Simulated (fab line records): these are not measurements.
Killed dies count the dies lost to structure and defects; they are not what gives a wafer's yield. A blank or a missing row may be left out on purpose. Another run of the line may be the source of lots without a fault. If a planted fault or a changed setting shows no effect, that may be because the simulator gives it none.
fab line records | flow sky130
record lots=13 wafers=39 last-day=50
route steps=708 shown CAPM@537 VIA3@575 METAL4@600 PAD_OPEN@708
lots untouched by any fault: they come from a run of this same line in which no faults occurred
start-h: hours from the record's first day to the start of the lot's first wafer shown | wait-h: time in hours since the lot's previous step | " as in the row above | L1.1+2: a row that stands for several wafers | - no value, or no start given | * or withheld: withheld | < > ~ a bound
route shown NAME@n: a module of which the file shows steps, and the number in the route of the first | usual: mean and standard deviation over wafers with no fault | same: alike in all rows | chamber/n: place in a boat | sites: readings site by site | _std_site: standard deviation across them | _edge_site: outer sites' mean less inner sites' | radius-mm: how far each site lies from the wafer's centre | mask NAME#n: copy n | behind: the most recent tool/chamber to have shaped the wafer | hold: reason for holding the lot/hours on hold/outcome of the hold | device: the transistor (n, p or np) that didn't switch | end of line: the same wafers' tests at the end of the route | where a step has no rows: the recipe by itself | killed: not the wafer's yield, but the dies lost to structure and defects at the first sort | map: the dies of a wafer, with x for killed, . for not killed, _ for no die there
set.NAME: the setting the step ran with; set.NAME@STEP: the setting that earlier step ran with | model.NAME: the simulator's own value behind a step, which no gauge read
a sample of lots followed through the steps of the route, with each step as a table and each wafer as a row
services: the hour from which a tool's chamber was out of use, counted from the record's first day as start-h (under 0 if before that day), plus the number of hours and why
## steps
# step SKY_CAPM_CVD_00
# recipe material=SiO2 target-thk-nm=15.5 temp-c=400 time-s=withheld rf-w=450
# usual heater-power-w=669/110
# columns lot.wafer tool chamber start-h wait-h heater-power-w
L745.3 pecvd-04 1 857.06 0.0 540
L745.5 " 1 " " 543
L745.6 " 2 " " 741
L746.1 pecvd-03 0 865.35 0.0 759
L746.3 " 2 " " 902
L746.6 " 0 " " 779
L748.1 pecvd-01 2 889.32 0.0 480
L748.4 " 1 " " 698
L748.6 " 0 " " 645
L749.2 pecvd-01 1 913.43 0.0 604
L749.4 " 1 " " 616
L749.6 " 0 " " 671
L751.1 pecvd-04 2 919.06 0.0 753
L751.2 " 1 " " 582
L751.3 " 0 " " 646
L750.2 pecvd-03 0 921.65 0.0 745
L750.4 " 0 " " 747
L750.6 " 2 " " 831
L753.2 pecvd-04 0 938.06 0.0 632
L753.3 " 1 " " 535
L753.6 " 2 " " 728
L754.2 pecvd-01 0 939.94 0.0 665
L754.3 " 1 " " 684
L754.6 " 0 " " 657
L758.2 pecvd-01 2 951.51 0.0 558
L758.3 " 0 " " 617
L758.6 " 2 " " 566
L757.1 pecvd-01 1 959.10 0.0 705
L757.3 " 2 " " 501
L757.4 " 1 " " 704
L764.1 pecvd-03 0 990.00 0.0 771
L764.2 " 1 " " 758
L764.6 " 0 " " 755
L766.4 pecvd-04 2 1014.49 0.0 641
L766.5 " 0 " " 585
L766.6 " 1 " " 605
L768.4 pecvd-04 2 1018.86 0.0 747
L768.5 " 0 " " 535
L768.6 " 1 " " 525
# step SKY_VIA3_CMP_02
# recipe material=SiO2 down-force-psi=4 platen-rpm=60 pad-velocity-m-s=0.94248
# usual motor-current-A=12.3/1.5
# columns lot.wafer tool chamber start-h wait-h motor-current-A
L745.3 cmp-02 1 910.93 0.4 13.7
L745.5 " 0 " " 12.5
L745.6 " 1 " " 13.6
L746.3 cmp-02 3 917.32 0.1 13.3
L746.1 " 1 " " 13.8
L746.6 " 2 " " 13.8
L748.4 cmp-02 2 942.79 0.0 12.8
L748.1 " 3 " " 13.3
L748.6 " 3 " " 13.2
L749.2 cmp-01 0 965.72 0.0 9.7
L749.4 " 1 " " 13.1
L749.6 " 0 " " 10.3
L751.1 cmp-02 3 971.25 0.1 13.4
L751.2 " 0 " " 11.9
L751.3 " 1 " " 13.9
L750.4 cmp-01 0 972.92 0.0 10.1
L750.2 " 1 " " 12.5
L750.6 " 0 " " 10.1
L753.2 cmp-02 0 987.77 0.0 12.0
L753.3 " 2 " " 13.6
L753.6 " 1 " " 13.7
L754.2 cmp-01 3 990.25 0.0 10.2
L754.3 " 2 " " 14.2
L754.6 " 0 " " 10.1
L758.2 cmp-01 1 1000.87 0.0 13.1
L758.3 " 0 " " 10.3
L758.6 " 2 " " 12.9
L757.4 cmp-02 3 1010.16 0.4 12.7
L757.3 " 0 " " 12.2
L757.1 " 2 " " 13.1
L764.1 cmp-01 0 1039.43 0.1 10.6
L764.2 " 1 " " 13.4
L764.6 " 3 " " 10.4
L766.4 cmp-01 0 1062.18 0.8 9.8
L766.6 " 2 " " 14.0
L766.5 " 3 " " 10.0
L768.4 cmp-01 1 1068.79 2.7 13.4
L768.6 " 2 " " 14.3
L768.5 " 3 " " 10.2
# step SKY_VIA3_EXPOSE_09
# recipe mask-id=VIM3 na=0.8 source-shape=annular sigma-inner=0.55 sigma-outer=0.85 target-cd-nm=200 dose-mj=38
# same na=0.8
# columns lot.wafer tool chamber start-h wait-h mask
L745.3+5+6 krf-scanner-02 0 924.73 - VIM3#0
L746.1+3+6 krf-scanner-01 0 932.10 - VIM3#0
L748.1+4+6 krf-scanner-01 0 956.35 - VIM3#0
L749.2+4+6 krf-scanner-02 0 979.52 - VIM3#0
L751.1+2+3 krf-scanner-01 0 983.91 - VIM3#0
L750.2+4+6 krf-scanner-01 0 985.75 - VIM3#0
L753.2+3+6 krf-scanner-01 0 1000.73 - VIM3#0
L754.2+3+6 krf-scanner-01 0 1003.41 - VIM3#0
L758.2+3+6 krf-scanner-02 0 1013.08 - VIM3#0
L757.1+3+4 krf-scanner-02 0 1022.22 - VIM3#0
L764.1+2+6 krf-scanner-02 0 1051.76 - VIM3#0
L766.4+5+6 krf-scanner-02 0 1074.31 - VIM3#0
L768.4+5+6 krf-scanner-02 0 1079.87 - VIM3#0
# step SKY_VIA3_OVL_MEAS_13
# usual VIA3_OVL=0/4.1
# columns lot.wafer tool chamber start-h wait-h VIA3_OVL[nm]
L745.3 overlay-02 - 937.02 0.1 2
L745.5 " - " " 0
L745.6 " - " " -2
L746.1 overlay-01 - 944.00 0.1 -3
L746.3 " - " " -6
L746.6 " - " " -5
L748.1 overlay-02 - 967.00 0.1 -4
L748.4 " - " " 2
L748.6 " - " " -3
L749.2 overlay-02 - 990.90 0.1 1
L749.4 " - " " 2
L749.6 " - " " 3
L751.1 overlay-02 - 996.04 0.1 -6
L751.2 " - " " -9
L751.3 " - " " -12
L750.2 overlay-01 - 997.80 0.1 -3
L750.4 " - " " -3
L750.6 " - " " 1
L753.2 overlay-02 - 1012.40 0.1 32
L753.3 " - " " 40
L753.6 " - " " 32
L754.2 overlay-02 - 1014.35 0.1 31
L754.3 " - " " 33
L754.6 " - " " 30
L758.2 overlay-01 - 1024.55 0.1 1
L758.3 " - " " -1
L758.6 " - " " 0
L757.1 overlay-01 - 1033.66 0.1 -1
L757.3 " - " " -3
L757.4 " - " " -1
L764.1 overlay-01 - 1062.25 0.1 -5
L764.2 " - " " -1
L764.6 " - " " -5
L766.4 overlay-02 - 1083.93 0.1 4
L766.5 " - " " 4
L766.6 " - " " 3
L768.4 overlay-02 - 1089.28 0.1 -3
L768.5 " - " " 0
L768.6 " - " " -6
# step SKY_METAL4_SPUTTER_02
# recipe material=AlCu target-thk-nm=735 power-w=10600 time-s=39.1 chamber-pressure-pa=0.4
# usual throttle-valve-pct=30.1/1.2
# columns lot.wafer tool chamber start-h wait-h throttle-valve-pct
L745.3 pvd-sputter-02 - 938.45 0.0 31.0
L745.5 " - " " 31.9
L745.6 " - " " 28.5
L746.1 pvd-sputter-02 - 945.57 0.0 30.2
L746.3 " - " " 28.7
L746.6 " - " " 31.9
L748.1 pvd-sputter-01 - 968.44 0.0 29.9
L748.4 " - " " 30.1
L748.6 " - " " 28.3
L749.2 pvd-sputter-01 - 992.34 0.0 28.3
L749.4 " - " " 30.1
L749.6 " - " " 28.5
L751.1 pvd-sputter-02 - 997.52 0.0 28.5
L751.2 " - " " 32.0
L751.3 " - " " 30.7
L750.2 pvd-sputter-01 - 999.24 0.0 30.7
L750.4 " - " " 30.1
L750.6 " - " " 30.8
L753.2 pvd-sputter-02 - 1014.05 0.0 32.1
L753.3 " - " " 28.6
L753.6 " - " " 31.9
L754.2 pvd-sputter-01 - 1016.01 0.0 30.0
L754.3 " - " " 28.2
L754.6 " - " " 30.0
L758.2 pvd-sputter-02 - 1026.03 0.0 30.3
L758.3 " - " " 28.8
L758.6 " - " " 28.7
L757.1 pvd-sputter-01 - 1035.10 0.0 28.2
L757.3 " - " " 29.9
L757.4 " - " " 30.0
L764.1 pvd-sputter-03 - 1063.69 0.0 29.9
L764.2 " - " " 30.9
L764.6 " - " " 30.0
L766.4 pvd-sputter-02 - 1086.56 0.0 29.0
L766.5 " - " " 28.7
L766.6 " - " " 30.9
L768.4 pvd-sputter-01 - 1091.25 0.0 30.2
L768.5 " - " " 29.8
L768.6 " - " " 28.5
# step SKY_PAD_OPEN_PROBE_99
# usual killed_at_M0_to_M3=42/6.2 killed_at_M4_up=3.0/1.8 killed-at-contacts=25/5.9 killed-at-front-end=15/4.5 killed-at-other=0.2/0.45 killed-dies=85/9.9 killed-open=47/6.7 killed-short=39/6.4
# same gross-dies=492 killed-at-back-side=0
# columns lot.wafer tool chamber start-h wait-h killed_at_M0_to_M3 killed_at_M4_up killed-at-contacts killed-at-front-end killed-at-other killed-dies killed-open killed-short
L754.2 prober-02 - 1150.39 0.1 40 3 30 21 0 94 46 48
L754.3 prober-02 - 1150.44 0.2 51 2 30 15 0 98 50 48
L754.6 prober-02 - 1150.59 0.2 53 1 30 14 0 98 50 48
L758.2 prober-01 - 1157.40 0.1 51 1 26 13 0 91 62 29
L758.3 prober-01 - 1157.45 0.2 40 2 24 11 0 77 47 30
L758.6 prober-01 - 1157.60 0.2 34 0 28 15 0 77 46 31
# killed by level:class
L754.2 VIA1:geometric-particle:open=10 CONTACT:geometric-particle:open=10 LI_CONTACT:geometric-particle:open=7 FIELD_ISO:geometric-particle:short=6 POLY_GATE:geometric-particle:short=6 CONTACT:geometric-particle:short=6 VIA1:geometric-particle:short=5 VIA3:geometric-particle:open=5
L754.3 VIA2:geometric-particle:open=11 CONTACT:geometric-particle:open=10 METAL1:geometric-particle:short=10 LI_CONTACT:geometric-particle:open=9 VIA1:geometric-particle:open=8 VIA1:geometric-particle:short=7 POLY_GATE:geometric-particle:short=5 VIA3:geometric-particle:open=5
L754.6 VIA1:geometric-particle:open=11 CONTACT:geometric-particle:open=9 LOCAL_INTERCONNECT:geometric-particle:short=7 VIA1:geometric-particle:short=7 METAL3:geometric-particle:short=7 LI_CONTACT:geometric-particle:open=6 METAL1:geometric-particle:short=6 VIA3:geometric-particle:short=6
L758.2 VIA3:geometric-particle:open=13 VIA1:geometric-particle:open=11 LI_CONTACT:geometric-particle:open=9 CONTACT:geometric-particle:open=9 VIA2:geometric-particle:open=6 POLY_GATE:geometric-particle:open=6 VIA3:geometric-particle:short=6 VIA1:geometric-particle:short=5
L758.3 CONTACT:geometric-particle:open=13 VIA1:geometric-particle:open=11 CONTACT:geometric-particle:short=8 VIA3:geometric-particle:open=6 METAL2:geometric-particle:short=6 VIA2:geometric-particle:open=5 VIA3:geometric-particle:short=4 FIELD_ISO:geometric-particle:open=3
L758.6 CONTACT:geometric-particle:open=13 LI_CONTACT:geometric-particle:open=6 VIA1:geometric-particle:open=6 VIA2:geometric-particle:open=6 FIELD_ISO:geometric-particle:open=5 VIA3:geometric-particle:open=5 CONTACT:geometric-particle:short=4 METAL2:geometric-particle:short=4
## services
# columns tool chamber start-h hours kind
krf-scanner-02 - 834.23 4.4 pm
krf-scanner-01 - 843.75 1.0 pm
krf-scanner-02 - 846.73 1.9 repair
krf-scanner-01 - 861.71 4.0 pm
krf-scanner-02 - 885.80 0.6 repair
cmp-01 - 898.91 0.6 repair
cmp-01 - 899.61 5.9 pm
krf-scanner-02 - 906.04 0.8 pm
cmp-01 - 913.77 4.0 pm
krf-scanner-02 - 914.62 1.3 pm
krf-scanner-01 - 943.02 0.5 repair
pvd-sputter-01 - 944.01 3.1 repair
cmp-01 - 949.93 0.9 repair
krf-scanner-01 - 958.58 0.8 pm
cmp-01 - 958.95 3.0 pm
cmp-01 - 962.74 0.7 repair
cmp-01 - 967.68 1.0 repair
krf-scanner-02 - 969.22 0.4 repair
krf-scanner-01 - 972.55 1.3 pm
krf-scanner-02 - 979.87 1.0 pm
cmp-01 - 1001.59 17.6 pm
krf-scanner-01 - 1012.73 1.0 pm
krf-scanner-02 - 1074.84 0.8 pm
krf-scanner-02 - 1090.52 1.3 pm
## key
first-sign step=SKY_VIA3_OVL_MEAS_13 reading=VIA3_OVL direction=up sigmas=8.2 usual=0 struck=33
effect none on later readings
met-at SKY_VIA3_EXPOSE_09
struck-lots L753,L754
tester-left-out L753,L754
not-acting-at SKY_CAPM_CVD_00,SKY_VIA3_CMP_02,SKY_METAL4_SPUTTER_02
onset-between 985.75 1000.73
earlier-fault kind=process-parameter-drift tool=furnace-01 chamber=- onset-h=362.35 steps=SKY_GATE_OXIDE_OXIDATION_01 channel=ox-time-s offset=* shape=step end-h=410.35 acts-in=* stated=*
fault kind=scanner-matching-overlay tool=krf-scanner-01 chamber=- onset-h=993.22 steps=SKY_VIA3_EXPOSE_09 offset=32.838
# tester-left-out: of these lots the tester's yield and bins aren't shown, on N5 and GAA mostly nor the transistor test; their killed dies are dies lost to structure and defects alone, not to doping, threshold or leakage, so they don't give the yield
